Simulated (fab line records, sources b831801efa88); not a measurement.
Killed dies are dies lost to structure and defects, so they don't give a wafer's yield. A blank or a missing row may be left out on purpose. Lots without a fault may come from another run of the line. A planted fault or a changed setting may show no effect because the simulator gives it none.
fab line records | flow sfq_line
record lots=13 wafers=39 last_day=88
route steps=325 shown A5B@210 M7@294 I7@297
lots that met no fault: from a run of the same line without faults
start_h: hours from the record's first day to the start of the lot's first wafer shown | wait_h: hours since the lot's step before | " the same as in the row above | L1.1+2: a row that stands for several wafers | - no value, or no start given | * or withheld: withheld | < > ~ a bound
route shown NAME@n: a module of which the file shows steps, and the number in the route of the first | usual: mean/standard deviation of fault-free wafers | same: alike in all rows | chamber/n: place in a boat | sites: the reading at each site | _std_site: their standard deviation | _edge_site: outer sites' mean less inner sites' | radius_mm: how far each site lies from the wafer's centre | mask NAME#n: copy n | behind: the tool/chamber that last shaped the wafer | hold: why the lot was held/for how many hours/how that ended | device: the transistor (n, p or np) that didn't switch | end of line: the same wafers' tests at the end of the route | a step without rows: its recipe alone | killed: dies lost to structure and defects at the first sort, not the wafer's yield | map: a wafer's dies, x killed, . not, _ none there
set.NAME: the setting as run; set.NAME@STEP: as run at that earlier step | model.NAME: the simulator's own value behind a step, which no gauge read
steps of the route over a sample of lots; a table a step, a row a wafer
services: from which hour (start_h, from the record's first day; less than 0 if before it) a tool's chamber was out of use, for how many hours, and why
## steps
# step SFQ_TRILAYER_A5B_CMP_CMP_130
# recipe stop_on=Nb down_force_psi=3 platen_rpm=60 target_thk_nm=340.7
# usual motor_current_A=10.1/1 retaining_ring_pressure_frac=1.001/0.005
# columns lot.wafer tool chamber start_h wait_h motor_current_A retaining_ring_pressure_frac
L504.1 cmp-01 1 1422.23 17.1 8.9 1.005
L504.4 " 2 " " 9.6 1.000
L504.5 " 1 1424.23 19.0 8.8 0.999
L505.1 cmp-01 2 1431.23 19.1 9.6 0.996
L505.3 " 0 1432.23 20.1 11.2 1.006
L505.5 " 2 1433.23 21.1 10.5 0.992
L506.3 cmp-01 2 1434.23 20.9 9.3 1.002
L506.6 " 2 1436.23 22.9 9.8 1.004
L506.5 " 3 " " 11.7 0.998
L507.3 cmp-02 0 1436.02 17.9 9.6 1.000
L507.4 " 2 1437.02 18.9 10.4 0.996
L507.6 " 0 1438.02 19.9 10.2 1.009
L511.2 cmp-01 2 1552.72 4.9 10.2 1.003
L511.1 " 3 " " 11.9 1.008
L511.6 " 0 " " 11.1 1.006
L512.1 cmp-02 0 1554.62 4.4 10.0 1.000
L512.3 " 2 1555.62 5.4 10.6 1.000
L512.5 " 3 " " 8.8 1.007
L514.1 cmp-01 3 1564.72 6.1 11.6 0.998
L514.6 " 1 1565.72 7.0 8.5 0.999
L514.5 " 2 " " 10.2 1.005
L515.3 cmp-02 0 1567.35 5.1 9.0 0.997
L515.4 " 1 " " 9.9 0.993
L515.6 " 3 1568.85 6.6 9.3 1.007
L517.3 cmp-02 1 1572.85 3.8 10.1 1.004
L517.1 " 2 " " 10.6 0.997
L517.2 " 0 1574.35 5.3 9.5 0.992
L524.2 cmp-02 2 1666.81 0.0 10.6 0.998
L524.1 " 3 " " 9.3 1.006
L524.5 " 2 1668.81 2.0 10.6 1.001
L525.2 cmp-01 3 1678.80 0.0 11.4 1.010
L525.3 " 2 1680.30 1.5 9.4 1.001
L525.6 " 0 1681.30 2.5 11.5 0.997
L526.1 cmp-02 2 1680.98 0.0 10.3 0.998
L526.2 " 0 1681.98 1.0 9.4 1.008
L526.4 " 1 " " 10.2 0.998
L527.1 cmp-01 0 1787.17 4.7 11.1 1.008
L527.2 " 2 1788.17 5.7 10.1 1.001
L527.5 " 0 1789.17 6.7 11.6 1.009
# step SFQ_TRILAYER_M7_STRIP_STRIP_181
# recipe gas=O2 power_w=200 platen_temp_c=40 overash_fraction=0.65 chemistry=O2 pressure_mtorr=50
# usual drypump_motor_current_A=5.7/0.32 oes_product_au=1.003/0.0088
# columns lot.wafer tool chamber start_h wait_h drypump_motor_current_A oes_product_au rf_hours_counter_h
L504.1 rie_metal-01 0 1816.96 0.2 5.6 1.000 43
L504.4 " 0 " " 5.6 0.997 -
L504.5 " 0 " " 5.6 0.992 -
L505.1 rie_metal-01 0 1822.76 0.2 5.6 1.000 45
L505.3 " 0 " " 5.6 0.993 -
L505.5 " 0 " " 5.6 0.994 -
L506.3 rie_metal-01 0 1826.76 0.5 5.6 1.004 -
L506.5 " 0 " " 5.6 0.993 -
L506.6 " 0 " " 5.6 0.993 -
L507.3 rie_metal-02 1 1827.58 0.2 5.4 1.018 -
L507.4 " 0 " " 5.7 1.006 -
L507.6 " 0 " " 5.7 1.000 -
L511.1 rie_metal-02 1 1839.38 0.1 5.4 1.010 72
L511.2 " 0 " " 5.7 1.001 21
L511.6 " 1 " " 5.4 1.012 -
L512.1 rie_metal-01 1 1840.58 0.1 5.6 1.002 1
L512.3 " 1 " " 5.6 1.007 -
L512.5 " 0 " " 5.6 1.002 -
L514.1 rie_metal-02 1 1845.31 0.1 5.4 1.004 72
L514.5 " 0 " " 5.7 1.006 -
L514.6 " 1 " " 5.4 1.015 -
L515.3 rie_metal-01 0 1851.64 0.2 5.6 1.000 -
L515.4 " 1 " " 5.6 1.005 -
L515.6 " 0 " " 5.6 1.006 -
L517.1 rie_metal-01 1 1945.51 0.1 5.6 1.008 15
L517.2 " 0 " " 5.6 1.001 67
L517.3 " 0 " " 5.6 1.000 -
L524.1 rie_metal-03 1 2064.83 0.1 6.0 1.002 22
L524.2 " 0 " " 6.4 0.987 80
L524.5 " 1 " " 6.0 0.995 -
L525.2 rie_metal-03 1 2073.23 0.1 6.0 1.004 23
L525.3 " 1 " " 6.0 1.002 -
L525.6 " 0 " " 6.5 0.992 -
L526.1 rie_metal-03 1 2075.73 0.1 6.0 1.023 23
L526.2 " 0 " " 6.5 1.008 82
L526.4 " 1 " " 6.0 1.009 -
L527.1 rie_metal-01 0 2100.93 0.1 5.6 1.005 89
L527.2 " 1 " " 5.6 0.992 37
L527.5 " 0 " " 5.6 0.996 -
# step SFQ_TRILAYER_I7_CMP_CMP_184
# recipe material=SiO2 down_force_psi=3 platen_rpm=60 pad_velocity_m_s=0.94248
# usual motor_current_A=10.1/1 retaining_ring_pressure_frac=1.000/0.0046 time_to_endpoint_s=215/7.1
# columns lot.wafer tool chamber start_h wait_h motor_current_A retaining_ring_pressure_frac time_to_endpoint_s
L504.1 cmp-02 1 1818.42 0.0 10.5 0.997 214
L504.4 " 2 " " 10.2 1.001 226
L504.5 " 1 1820.42 2.0 10.9 1.003 219
L505.3 cmp-01 3 1827.53 3.4 11.3 0.992 218
L505.1 " 1 1828.53 4.4 8.4 1.007 215
L505.5 " 3 1829.53 5.3 12.2 1.001 212
L506.3 cmp-01 0 1841.35 13.5 11.1 1.003 209
L506.6 " 1 " " 8.4 1.008 211
L506.5 " 2 " " 10.0 1.000 217
L507.4 cmp-02 0 1842.87 14.6 9.4 0.998 219
L507.3 " 1 " " 10.7 1.005 217
L507.6 " 3 1844.37 16.1 9.1 1.001 232
L511.1 cmp-01 1 1854.85 14.6 9.2 1.001 211
L511.2 " 2 " " 9.4 0.997 215
L511.6 " 1 1856.85 16.6 8.1 0.989 213
L512.3 cmp-02 0 1857.37 16.0 9.1 1.002 207
L512.1 " 1 " " 10.7 0.997 205
L512.5 " 1 1859.87 18.4 10.4 0.992 207
L514.1 cmp-01 0 1861.35 15.2 11.2 0.995 216
L514.6 " 3 1862.85 16.7 11.5 1.005 214
L514.5 " 0 " " 11.2 0.998 210
L515.3 cmp-01 0 1866.85 14.6 11.2 1.002 219
L515.4 " 1 " " 9.1 1.001 204
L515.6 " 0 1868.85 16.5 11.3 0.993 213
L517.1 cmp-02 3 1946.37 0.0 9.1 1.001 204
L517.2 " 1 1947.37 1.0 10.6 0.992 201
L517.3 " 2 " " 10.2 1.005 205
L524.1 cmp-02 0 2066.88 1.2 9.5 1.003 219
L524.2 " 1 " " 9.8 1.002 217
L524.5 " 0 2068.88 3.2 9.4 1.003 216
L525.3 cmp-01 0 2074.58 0.5 11.6 1.000 214
L525.2 " 1 " " 8.4 0.993 212
L525.6 " 0 2076.58 2.5 11.4 0.992 223
L526.2 cmp-02 1 2076.59 0.0 9.9 0.999 219
L526.4 " 2 " " 11.0 1.001 232
L526.1 " 3 " " 9.0 1.002 215
L527.1 cmp-02 0 2103.17 1.4 10.1 0.999 223
L527.2 " 2 2104.17 2.4 10.2 0.994 222
L527.5 " 0 2105.17 3.4 9.6 0.999 225
# step SFQ_I7_BOW_MEAS_946
# recipe mode=bow
# usual I7_BOW=9/8
# columns lot.wafer tool chamber start_h wait_h I7_BOW[um]
L504.1 film_metro-01 - 1821.42 2.5 -14
L504.4 " - " " -5
L504.5 " - " " -6
L505.1 film_metro-01 - 1830.53 1.5 13
L505.3 " - " " 7
L505.5 " - " " 8
L506.3 film_metro-03 - 1842.89 1.0 5
L506.5 " - " " 6
L506.6 " - " " 1
L507.3 film_metro-04 - 1845.41 1.5 1
L507.4 " - " " 6
L507.6 " - " " 7
L511.1 film_metro-01 - 1857.85 2.5 16
L511.2 " - " " 6
L511.6 " - " " 10
L512.1 film_metro-03 - 1860.37 2.0 8
L512.3 " - " " 11
L512.5 " - " " 11
L514.1 film_metro-03 - 1863.85 2.0 6
L514.5 " - " " 3
L514.6 " - " " 10
L515.3 film_metro-04 - 1869.89 2.5 11
L515.4 " - " " 9
L515.6 " - " " 6
L515.3 film_metro-04 - 1871.21 1.3 -
L515.4 " - " " -
L515.6 " - " " -
L517.1 film_metro-01 - 1949.37 2.5 13
L517.2 " - " " 13
L517.3 " - " " 12
L524.1 film_metro-01 - 2069.38 2.0 18
L524.2 " - " " 11
L524.5 " - " " 18
L525.2 film_metro-03 - 2077.10 1.5 7
L525.3 " - " " 14
L525.6 " - " " 18
L526.1 film_metro-01 - 2079.59 1.5 13
L526.2 " - " " -7
L526.4 " - " " 8
L527.1 film_metro-03 - 2106.17 2.5 7
L527.2 " - " " 20
L527.5 " - " " 3
# step SFQ_TRILAYER_I7_METRO_MEASURE_185
# usual thk_nm=200.2/0.95
# columns lot.wafer tool chamber start_h wait_h thk_nm
L504.1 film_metro-01 - 1821.54 0.1 198.3
L504.4 " - " " 198.2
L504.5 " - " " 199.6
L505.1 film_metro-01 - 1830.65 0.1 199.3
L505.3 " - " " 200.1
L505.5 " - " " 199.8
L506.3 film_metro-03 - 1843.37 0.5 199.9
L506.5 " - " " 201.6
L506.6 " - " " 199.4
L507.3 film_metro-04 - 1845.89 0.5 199.8
L507.4 " - " " 199.9
L507.6 " - " " 200.5
L511.1 film_metro-01 - 1857.97 0.1 199.4
L511.2 " - " " 201.1
L511.6 " - " " 200.6
L512.1 film_metro-03 - 1860.49 0.1 199.4
L512.3 " - " " 201.3
L512.5 " - " " 199.8
L514.1 film_metro-03 - 1863.97 0.1 199.6
L514.5 " - " " 200.6
L514.6 " - " " 200.1
L515.3 film_metro-04 - 1874.75 3.5 179.3
L515.4 " - " " 199.8
L515.6 " - " " 199.3
L515.3 film_metro-04 - 1876.11 1.2 179.1
L515.4 " - " " 199.8
L515.6 " - " " 199.3
L517.1 film_metro-01 - 1960.82 11.4 201.1
L517.2 " - " " 199.5
L517.3 " - " " 201.4
L524.1 film_metro-01 - 2069.50 0.1 200.5
L524.2 " - " " 201.4
L524.5 " - " " 202.1
L525.2 film_metro-03 - 2077.40 0.3 199.5
L525.3 " - " " 200.4
L525.6 " - " " 200.3
L526.1 film_metro-01 - 2079.71 0.1 200.7
L526.2 " - " " 198.5
L526.4 " - " " 199.2
L527.1 film_metro-03 - 2106.29 0.1 199.9
L527.2 " - " " 199.8
L527.5 " - " " 200.1
# step SFQ_TRILAYER_I7_VIA_BARC_OPEN_VIA_ETCH_260
# recipe mask_material=PR chemistry=O2 target_depth_nm=125 target=BARC source_w=500 bias_w=80 pressure_mtorr=30 time_s=41.7
# usual drypump_motor_current_A=5.7/0.47 oes_product_au=0.684/0.0048 rf_fwd_power_W=494.3/1.9
# columns lot.wafer tool chamber start_h wait_h drypump_motor_current_A oes_product_au rf_fwd_power_W rf_hours_counter_h
L504.1 rie_diel-02 3 1922.30 0.0 5.7 0.688 493.4 13
L504.4 " 2 " " 5.3 0.681 497.2 -
L504.5 " 3 " " 5.7 0.680 492.6 -
L505.1 rie_diel-03 2 1925.90 0.0 5.2 0.689 497.0 20
L505.3 " 0 " " 6.3 0.674 495.0 5
L505.5 " 2 " " 5.3 0.691 494.4 -
L506.3 rie_diel-04 1 1933.37 0.0 5.3 0.696 494.1 0
L506.5 " 2 " " 5.5 0.685 494.2 -
L506.6 " 1 " " 5.3 0.688 492.4 -
L507.3 rie_diel-02 0 1934.57 0.0 5.8 0.691 493.0 12
L507.4 " 3 " " 5.7 0.681 495.1 13
L507.6 " 3 " " 5.7 0.685 491.1 -
L511.1 rie_diel-02 3 1949.77 0.0 5.7 0.685 493.2 13
L511.2 " 2 " " 5.4 0.680 494.4 3
L511.6 " 2 " " 5.4 0.687 492.8 -
L512.1 rie_diel-03 3 1950.97 0.0 5.9 0.691 497.5 17
L512.3 " 2 " " 5.3 0.687 495.0 20
L512.5 " 3 " " 5.9 0.685 495.6 -
L514.1 rie_diel-02 1 1953.37 0.0 5.2 0.690 493.4 0
L514.5 " 1 " " 5.2 0.686 495.1 -
L514.6 " 0 " " 5.9 0.685 492.3 -
L515.3 rie_diel-03 2 1954.57 0.0 5.3 0.680 494.4 20
L515.4 " 0 " " 6.3 0.683 492.3 6
L515.6 " 3 " " 5.9 0.683 497.1 -
L517.1 rie_diel-02 3 2015.31 0.0 5.7 0.688 493.2 14
L517.2 " 0 " " 5.8 0.687 493.0 13
L517.3 " 1 " " 5.2 0.686 496.1 1
L524.1 rie_diel-04 0 2072.98 0.0 5.4 0.691 490.2 2
L524.2 " 3 " " 6.6 0.685 494.5 5
L524.5 " 0 " " 5.4 0.682 492.0 -
L525.2 rie_diel-04 1 2086.68 0.0 5.3 0.683 496.8 2
L525.3 " 3 " " 6.6 0.680 495.4 5
L525.6 " 0 " " 5.4 0.682 489.8 -
L526.1 rie_diel-02 1 2087.88 0.0 5.2 0.677 495.8 2
L526.2 " 2 " " 5.4 0.681 495.8 5
L526.4 " 3 " " 5.7 0.675 491.6 15
L527.1 rie_diel-02 2 2109.90 0.0 5.3 0.686 497.7 5
L527.2 " 1 " " 5.2 0.680 496.7 2
L527.5 " 2 " " 5.3 0.690 498.2 -
# step SFQ_TRILAYER_I7_VIA_ETCH_VIA_ETCH_190
# recipe target=SiO2 stop_on=Nb mask_material=PR taper_deg=20 chemistry=CHF3 target_depth_nm=260 source_w=500 bias_w=80 pressure_mtorr=30 time_s=withheld
# usual drypump_motor_current_A=5.7/0.47 oes_product_au=0.854/0.0048 rf_fwd_power_W=497.6/1.7
# columns lot.wafer tool chamber start_h wait_h drypump_motor_current_A oes_product_au rf_fwd_power_W
L504.1 rie_diel-02 3 1922.34 0.0 5.7 0.856 498.4
L504.4 " 2 " " 5.3 0.851 498.8
L504.5 " 3 " " 5.7 0.847 496.5
L505.1 rie_diel-03 2 1925.94 0.0 5.3 0.848 499.2
L505.3 " 0 " " 6.3 0.857 499.2
L505.5 " 2 " " 5.3 0.856 496.3
L506.3 rie_diel-04 1 1933.41 0.0 5.3 0.853 498.4
L506.5 " 2 " " 5.5 0.855 496.3
L506.6 " 1 " " 5.3 0.855 496.9
L507.3 rie_diel-02 0 1934.61 0.0 5.9 0.856 497.7
L507.4 " 3 " " 5.7 0.857 496.5
L507.6 " 3 " " 5.7 0.859 496.3
L511.1 rie_diel-02 3 1949.81 0.0 5.7 0.845 494.1
L511.2 " 2 " " 5.4 0.866 498.9
L511.6 " 2 " " 5.3 0.858 500.0
L512.1 rie_diel-03 3 1951.01 0.0 5.9 0.858 500.7
L512.3 " 2 " " 5.3 0.857 497.7
L512.5 " 3 " " 5.9 0.854 500.0
L514.1 rie_diel-02 1 1953.41 0.0 5.2 0.851 501.3
L514.5 " 1 " " 5.2 0.859 499.9
L514.6 " 0 " " 5.9 0.848 496.8
L515.3 rie_diel-03 2 1954.61 0.0 5.3 0.796 498.3
L515.4 " 0 " " 6.3 0.853 496.6
L515.6 " 3 " " 5.9 0.859 499.7
L517.1 rie_diel-02 3 2015.35 0.0 5.7 0.860 496.9
L517.2 " 0 " " 5.9 0.854 495.9
L517.3 " 1 " " 5.2 0.858 501.1
L524.1 rie_diel-04 0 2073.02 0.0 5.3 0.852 496.5
L524.2 " 3 " " 6.6 0.855 499.4
L524.5 " 0 " " 5.4 0.859 496.0
L525.2 rie_diel-04 1 2086.72 0.0 5.3 0.858 496.7
L525.3 " 3 " " 6.6 0.859 494.6
L525.6 " 0 " " 5.3 0.849 493.9
L526.1 rie_diel-02 1 2087.92 0.0 5.2 0.848 500.0
L526.2 " 2 " " 5.3 0.846 495.3
L526.4 " 3 " " 5.7 0.846 495.5
L527.1 rie_diel-02 2 2109.94 0.0 5.4 0.856 495.9
L527.2 " 1 " " 5.2 0.859 501.1
L527.5 " 2 " " 5.4 0.852 498.4
## services
# columns tool chamber start_h hours kind
cmp-01 - 1401.70 2.5 repair
cmp-01 - 1409.68 0.3 repair
cmp-02 - 1429.10 0.2 repair
cmp-02 - 1430.78 1.2 repair
cmp-02 - 1432.02 4.0 pm
rie_diel-02 0 1478.40 6.1 repair
cmp-01 - 1484.35 0.6 repair
cmp-01 - 1490.55 0.3 repair
rie_diel-02 0 1503.05 2.9 repair
cmp-01 - 1516.43 11.3 pm
cmp-02 - 1517.18 0.4 repair
cmp-02 - 1533.17 3.0 repair
cmp-01 - 1555.15 0.5 repair
cmp-01 - 1576.93 0.3 repair
rie_diel-02 2 1601.43 1.7 repair
rie_diel-02 3 1604.14 4.0 repair
rie_diel-02 3 1724.95 9.0 repair
rie_diel-02 2 1749.13 8.9 repair
rie_diel-02 3 1760.70 3.5 repair
rie_diel-02 3 1781.29 8.8 repair
rie_diel-02 3 1856.98 5.4 repair
rie_diel-02 2 1880.11 9.7 repair
rie_diel-02 3 1957.31 6.3 repair
rie_diel-02 - 1997.01 5.2 repair
## key
first_sign step=SFQ_I7_BOW_MEAS_946 reading=visit direction=added
effect step=SFQ_TRILAYER_I7_METRO_MEASURE_185 reading=visit direction=added
effect step=SFQ_TRILAYER_I7_METRO_MEASURE_185 reading=thk_nm direction=down sigmas=22 usual=200.2 struck=179.3
effect step=SFQ_TRILAYER_I7_VIA_ETCH_VIA_ETCH_190 reading=oes_product_au direction=down sigmas=12 usual=0.854 struck=0.796
met_at SFQ_TRILAYER_I7_CMP_CMP_184
struck_lots L515
struck_wafers L515.3
not_acting_at SFQ_TRILAYER_A5B_CMP_CMP_130,SFQ_TRILAYER_M7_STRIP_STRIP_181,SFQ_TRILAYER_I7_VIA_BARC_OPEN_VIA_ETCH_260
fault kind=process_parameter_drift tool=cmp-01 chamber=- onset_h=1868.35 steps=SFQ_TRILAYER_I7_CMP_CMP_184 channel=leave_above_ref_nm offset=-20 shape=step end_h=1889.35 scope=struck_wafers_only acts_in=these_recipes_only stated=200
